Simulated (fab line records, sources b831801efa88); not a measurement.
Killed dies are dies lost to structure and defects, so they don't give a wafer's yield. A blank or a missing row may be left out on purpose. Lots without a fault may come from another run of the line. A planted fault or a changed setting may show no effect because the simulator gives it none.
Which tool did it? | flow gf180mcu | 12 lots, 36 wafers sampled, at 5 steps of a route of 602

WHAT THE GAUGES READ, wafer by wafer
GF_M1_THK_MEAS_06: measures by xrf. Usual: M1_ALCU_THK 446 nm, standard deviation 5.8.
lot  | measured     | on            | M1_ALCU_THK (nm) | flag
L939 | day 17 10:44 | film_metro-04 | 444 446 441      |
L940 | day 17 19:28 | film_metro-04 | 452 445 442      |
L944 | day 19 08:17 | film_metro-02 | 449 449 449      |
L946 | day 20 05:22 | film_metro-02 | 455 449 455      |
L948 | day 20 15:56 | film_metro-02 | 444 449 451      |
L949 | day 21 09:07 | film_metro-02 | 448 458 449      |
L950 | day 21 21:38 | film_metro-02 | 453 455 447      |
L954 | day 23 11:56 | film_metro-04 | 441 446 442      |
L956 | day 23 14:11 | film_metro-04 | 443 443 449      |
L955 | day 23 14:38 | film_metro-04 | 429 442 435      |
L957 | day 23 23:57 | film_metro-04 | 450 446 447      |
L958 | day 24 09:53 | film_metro-04 | 440 439 440      |

GF_V1_THK_MEAS_03. Usual: V1_CVD_02_THK 849 nm, standard deviation 11.
lot  | measured     | on            | V1_CVD_02_THK (nm) | flag
L939 | day 18 09:38 | film_metro-03 | 842 832 851        |
L940 | day 18 20:13 | film_metro-03 | 842 842 851        |
L944 | day 20 08:56 | film_metro-03 | 841 867 861        |
L946 | day 21 05:36 | film_metro-03 | 862 850 862        |
L948 | day 21 17:03 | film_metro-01 | 842 852 863        |
L949 | day 22 09:28 | film_metro-03 | 835 840 846        |
L950 | day 22 21:21 | film_metro-04 | 829 833 854        |
L954 | day 24 10:40 | film_metro-04 | 831 834 853        |
L956 | day 24 15:10 | film_metro-03 | 845 847 858        |
L955 | day 24 13:55 | film_metro-01 | 840 851 860        |
L957 | day 24 23:18 | film_metro-01 | 846 865 866        |
L958 | day 25 08:43 | film_metro-01 | 852 868 865        |

GF_V1_RS_MEAS_24: measures by four-point-probe. Usual: V1_W_RS 0.329 ohm/sq, standard deviation 0.0034.
lot  | measured     | on            | V1_W_RS (ohm/sq)                    | flag
L939 | day 19 11:11 | film_metro-03 | 0.324 0.325 0.327                   |
L940 | day 19 22:11 | film_metro-04 | 0.323 0.324 0.325                   |
L944 | day 21 10:40 | film_metro-01 | 0.328 0.332 0.330                   |
L946 | day 22 05:55 | film_metro-01 | 0.329 0.329 0.329                   |
L948 | day 22 17:34 | film_metro-01 | 0.334 0.328 0.334                   |
L949 | day 23 09:31 | film_metro-04 | 0.325 0.326 0.325                   |
L950 | day 23 21:38 | film_metro-03 | 0.322 0.325 0.328                   |
L954 | day 25 09:53 | film_metro-04 | 0.324 0.324 0.327                   |
L956 | day 25 12:49 | film_metro-04 | 0.333 0.330 0.330 0.333 0.330 0.329 |
L955 | day 25 12:53 | film_metro-03 | 0.332 0.333 0.335 0.332 0.333 0.335 |
L957 | day 25 22:30 | film_metro-03 | 0.330 0.328 0.330 0.330 0.329 0.330 |
L958 | day 26 07:32 | film_metro-04 | 0.331 0.329 0.334                   |

GF_M2_RS_MEAS_05: measures by four-point-probe. Usual: M2_ALCU_RS 0.0699 ohm/sq, standard deviation 0.00086.
lot  | measured     | on            | M2_ALCU_RS (ohm/sq)  | flag
L939 | day 19 11:53 | film_metro-04 | 0.0692 0.0694 0.0695 |
L940 | day 19 22:53 | film_metro-01 | 0.0699 0.0696 0.0694 |
L944 | day 21 11:22 | film_metro-04 | 0.0717 0.0712 0.0710 |
L946 | day 22 06:37 | film_metro-02 | 0.0697 0.0708 0.0702 |
L948 | day 22 18:16 | film_metro-04 | 0.0693 0.0689 0.0701 |
L949 | day 23 10:13 | film_metro-04 | 0.0695 0.0700 0.0698 |
L950 | day 23 22:22 | film_metro-04 | 0.0673 0.0678 0.0680 |
L954 | day 25 10:35 | film_metro-02 | 0.0710 0.0703 0.0717 |
L956 | day 25 20:14 | film_metro-04 | 0.0696 0.0704 0.0702 |
L955 | day 26 03:12 | film_metro-01 | 0.0688 0.0693 0.0701 |
L957 | day 26 01:46 | film_metro-04 | 0.0702 0.0708 0.0702 |
L958 | day 26 08:19 | film_metro-01 | 0.0697 0.0690 0.0705 |

WHICH TOOL RAN EACH LOT (tool, then ch and the chambers of the sampled wafers, then the start)
lot  | GF_V1_SPUTTER_21
L939 | pvd_sputter-02, day 19 10:58
L940 | pvd_sputter-02, day 19 21:56
L944 | pvd_sputter-02, day 21 10:27
L946 | pvd_sputter-03, day 22 05:43
L948 | pvd_sputter-03, day 22 17:21
L949 | pvd_sputter-03, day 23 09:18
L950 | pvd_sputter-03, day 23 21:25
L954 | pvd_sputter-01, day 25 09:40
L956 | pvd_sputter-03, day 25 12:36
L955 | pvd_sputter-02, day 25 12:41
L957 | pvd_sputter-02, day 25 22:15
L958 | pvd_sputter-01, day 26 07:19
- GF_V1_SPUTTER_21: material Ti, target thk 15 nm, time 80.02 s.

WHAT THE TOOLS THEMSELVES READ (means of the sampled wafers that have a number; where no wafer has one, the mark that the record gives instead)
GF_V1_SPUTTER_21. Usual: cathode_dc_power_W 2500.0 W, standard deviation 0.46; chamber_pressure_pa 4.999 Pa, standard deviation 0.01; throttle_valve_pct 29.9 %, standard deviation 1.
lot  | tool           | cathode_dc_power_W (W) | chamber_pressure_pa (Pa) | throttle_valve_pct (%) | flag
L939 | pvd_sputter-02 | 2499.9                 | 5.001                    | 30.3                   |
L940 | pvd_sputter-02 | 2500.0                 | 5.001                    | 29.1                   |
L944 | pvd_sputter-02 | 2499.8                 | 4.996                    | 29.7                   |
L946 | pvd_sputter-03 | 2500.3                 | 5.001                    | 30.6                   |
L948 | pvd_sputter-03 | 2500.1                 | 4.997                    | 30.5                   |
L949 | pvd_sputter-03 | 2500.1                 | 4.989                    | 30.2                   |
L950 | pvd_sputter-03 | 2499.5                 | 5.006                    | 29.5                   |
L954 | pvd_sputter-01 | 2499.7                 | 5.005                    | 30.3                   |
L956 | pvd_sputter-03 | -                      | -                        | -                      | OFF
L955 | pvd_sputter-02 | -                      | -                        | -                      | OFF
L957 | pvd_sputter-02 | -                      | -                        | -                      | OFF
L958 | pvd_sputter-01 | 2500.3                 | 5.011                    | 30.1                   |

THE ANSWER, worked out from the rows above alone
Rule: a lot is off if the mean of its wafers that have a number lies more than 3 standard deviations from the usual mean. A lot without any number at a reading at which 4 lots or more have one is off too. The other lots that the step has rows for count as sound. The gauges are gone through in route order, then the tools' own readings, and for those a lot's mean is taken as printed above. The first step at which some lot is off is used, and at that step the reading that is off furthest; a lot without a number counts as furthest.
Off: L956, L955, L957, at GF_V1_SPUTTER_21 (cathode_dc_power_W). Without a number there: L956, L955, L957.
A tool fits if, at that step or a process step before it, it ran every lot that is off, and no sound lot after the first of them. None of those tried fits.

WHAT THE SIMULATOR HAD PUT IN
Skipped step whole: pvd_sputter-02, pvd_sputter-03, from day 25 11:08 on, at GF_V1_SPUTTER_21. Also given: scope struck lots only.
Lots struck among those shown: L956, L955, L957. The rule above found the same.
